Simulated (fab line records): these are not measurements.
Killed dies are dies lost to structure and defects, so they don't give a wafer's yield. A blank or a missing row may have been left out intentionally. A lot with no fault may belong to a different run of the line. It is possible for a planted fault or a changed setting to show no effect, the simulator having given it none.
Shared-tool check :: flow sky130 :: 12 lots and 42 wafers in the sample

WHY THIS WAS OPENED
At SKY_VIA4_THK_MEAS_01 the reading VIA4_HDPCVD_THK is flagged on 2 of 12 lots. No-fault wafers: 1737 nm, standard deviation 19.
Rule: a lot is flagged when every wafer of it that has a number lies more than 4 standard deviations from that mean, or none has a number. The other lots count as sound.

lot: L256
measured: day 41 11:50
on: film metro-01
VIA4_HDPCVD_THK (nm), wafer by wafer: 1735 1741 1733
flag: 

lot: L257
measured: day 42 07:20
on: film metro-03
VIA4_HDPCVD_THK (nm), wafer by wafer: 1751 1752 1717
flag: 

lot: L259
measured: day 43 02:57
on: film metro-01
VIA4_HDPCVD_THK (nm), wafer by wafer: 1394 1385 1368 1395 1385 1369
flag: FLAGGED

lot: L260
measured: day 43 06:25
on: film metro-04
VIA4_HDPCVD_THK (nm), wafer by wafer: 1382 1385 1386 1381 1384 1387
flag: FLAGGED

lot: L266
measured: day 45 04:36
on: film metro-04
VIA4_HDPCVD_THK (nm), wafer by wafer: 1724 1747 1724
flag: 

lot: L267
measured: day 45 12:46
on: film metro-01
VIA4_HDPCVD_THK (nm), wafer by wafer: 1704 1745 1756
flag: 

lot: L271
measured: day 46 01:02
on: film metro-04
VIA4_HDPCVD_THK (nm), wafer by wafer: 1750 1730 1750
flag: 

lot: L273
measured: day 46 12:20
on: film metro-04
VIA4_HDPCVD_THK (nm), wafer by wafer: 1780 1773 1766
flag: 

lot: L274
measured: day 46 12:41
on: film metro-04
VIA4_HDPCVD_THK (nm), wafer by wafer: 1751 1745 1723
flag: 

lot: L275
measured: day 47 02:28
on: film metro-01
VIA4_HDPCVD_THK (nm), wafer by wafer: 1710 1759 1709
flag: 

lot: L277
measured: day 47 11:52
on: film metro-01
VIA4_HDPCVD_THK (nm), wafer by wafer: 1762 1723 1762
flag: 

lot: L279
measured: day 47 19:43
on: film metro-04
VIA4_HDPCVD_THK (nm), wafer by wafer: 1705 1765 1709
flag: 
Average over the flagged lots: 1383 nm; offset from the usual -354 nm, equal to -19 standard deviations.

WHICH TOOL RAN EACH LOT
2 process steps preceding the reading are held in the record, out of 708 steps in the route. In each cell: the tool, then ch and the chambers that the sampled wafers went through, then the start.
lot: L256
flag: 
SKY_VIA2_CVD_21: cvd w-01 ch 0,1, day 35 23:01
SKY_VIA4_HDPCVD_00: hdpcvd-01 ch 0,1,2, day 41 11:39

lot: L257
flag: 
SKY_VIA2_CVD_21: cvd w-02 ch 0, day 36 18:46
SKY_VIA4_HDPCVD_00: hdpcvd-02 ch 1,2, day 42 07:04

lot: L259
flag: FLAGGED
SKY_VIA2_CVD_21: cvd w-02 ch 0,1, day 37 18:10
SKY_VIA4_HDPCVD_00: hdpcvd-02 ch 1,2, day 43 02:45

lot: L260
flag: FLAGGED
SKY_VIA2_CVD_21: cvd w-02 ch 0, day 37 22:51
SKY_VIA4_HDPCVD_00: hdpcvd-02 ch 0,1,2, day 43 06:14

lot: L266
flag: 
SKY_VIA2_CVD_21: cvd w-01 ch 0,1, day 40 01:10
SKY_VIA4_HDPCVD_00: hdpcvd-01 ch 1,2, day 45 04:25

lot: L267
flag: 
SKY_VIA2_CVD_21: cvd w-01 ch 0,1, day 40 11:00
SKY_VIA4_HDPCVD_00: hdpcvd-01 ch 0,1,2, day 45 12:34

lot: L271
flag: 
SKY_VIA2_CVD_21: cvd w-02 ch 0,1, day 41 01:56
SKY_VIA4_HDPCVD_00: hdpcvd-02 ch 0,1, day 46 00:51

lot: L273
flag: 
SKY_VIA2_CVD_21: cvd w-02 ch 0,1, day 41 13:29
SKY_VIA4_HDPCVD_00: hdpcvd-01 ch 0,2, day 46 12:10

lot: L274
flag: 
SKY_VIA2_CVD_21: cvd w-02 ch 0,1, day 41 14:06
SKY_VIA4_HDPCVD_00: hdpcvd-02 ch 0,1,2, day 46 12:31

lot: L275
flag: 
SKY_VIA2_CVD_21: cvd w-02 ch 0,1, day 42 08:03
SKY_VIA4_HDPCVD_00: hdpcvd-02 ch 0,1, day 47 02:16

lot: L277
flag: 
SKY_VIA2_CVD_21: cvd w-01 ch 0,1, day 42 16:38
SKY_VIA4_HDPCVD_00: hdpcvd-01 ch 1,2, day 47 11:41

lot: L279
flag: 
SKY_VIA2_CVD_21: cvd w-01 ch 0,1, day 43 02:36
SKY_VIA4_HDPCVD_00: hdpcvd-02 ch 1,2, day 47 19:32
What is done by these steps:
- SKY_VIA2_CVD_21: deposits W, target thk 420 nm, time 126.4 s.
- SKY_VIA4_HDPCVD_00: deposits SiO2, target thk 1750 nm, time 291.7 s.
- SKY_VIA4_THK_MEAS_01

FLAGGED OVER TOTAL, TOOL BY TOOL (the gauges that took the reading come last)
step: SKY_VIA2_CVD_21
tool: cvd w-01
lots run: 5
flagged: 0
share of the flagged lots: none
sound lots run after its first flagged lot: -

step: SKY_VIA2_CVD_21
tool: cvd w-02
lots run: 7
flagged: 2
share of the flagged lots: all
sound lots run after its first flagged lot: 4 (L271,L273,L274,L275)

step: SKY_VIA4_HDPCVD_00
tool: hdpcvd-01
lots run: 5
flagged: 0
share of the flagged lots: none
sound lots run after its first flagged lot: -

step: SKY_VIA4_HDPCVD_00
tool: hdpcvd-02
lots run: 7
flagged: 2
share of the flagged lots: all
sound lots run after its first flagged lot: 4 (L271,L274,L275,L279)

step: SKY_VIA4_THK_MEAS_01
tool: film metro-01
lots run: 5
flagged: 1
share of the flagged lots: some
sound lots run after its first flagged lot: 3 (L267,L275,L277)

step: SKY_VIA4_THK_MEAS_01
tool: film metro-03
lots run: 1
flagged: 0
share of the flagged lots: none
sound lots run after its first flagged lot: -

step: SKY_VIA4_THK_MEAS_01
tool: film metro-04
lots run: 6
flagged: 1
share of the flagged lots: some
sound lots run after its first flagged lot: 5 (L266,L271,L273,L274,L279)

WHAT THE TABLE ALLOWS
cvd w-02 at SKY_VIA2_CVD_21 and hdpcvd-02 at SKY_VIA4_HDPCVD_00 are the 2 rows of the table that ran each flagged lot.
- cvd w-02 at SKY_VIA2_CVD_21 ran 7 lots, 2 of them flagged. Lots that were sound ran on it after the first flagged one (L271, L273, L274, L275); a persistent fault on the entire tool would not allow that.
- hdpcvd-02 at SKY_VIA4_HDPCVD_00 ran 7 lots, 2 of them flagged. Lots that were sound ran on it after the first flagged one (L271, L274, L275, L279); a persistent fault on the entire tool would not allow that. Its own readings lie more than 4 standard deviations out on every wafer of the flagged lots: sih4 flow sccm.
Every row of the table either missed a flagged lot or ran a sound lot after the first.

WHAT WAS PUT IN BY THE SIMULATOR
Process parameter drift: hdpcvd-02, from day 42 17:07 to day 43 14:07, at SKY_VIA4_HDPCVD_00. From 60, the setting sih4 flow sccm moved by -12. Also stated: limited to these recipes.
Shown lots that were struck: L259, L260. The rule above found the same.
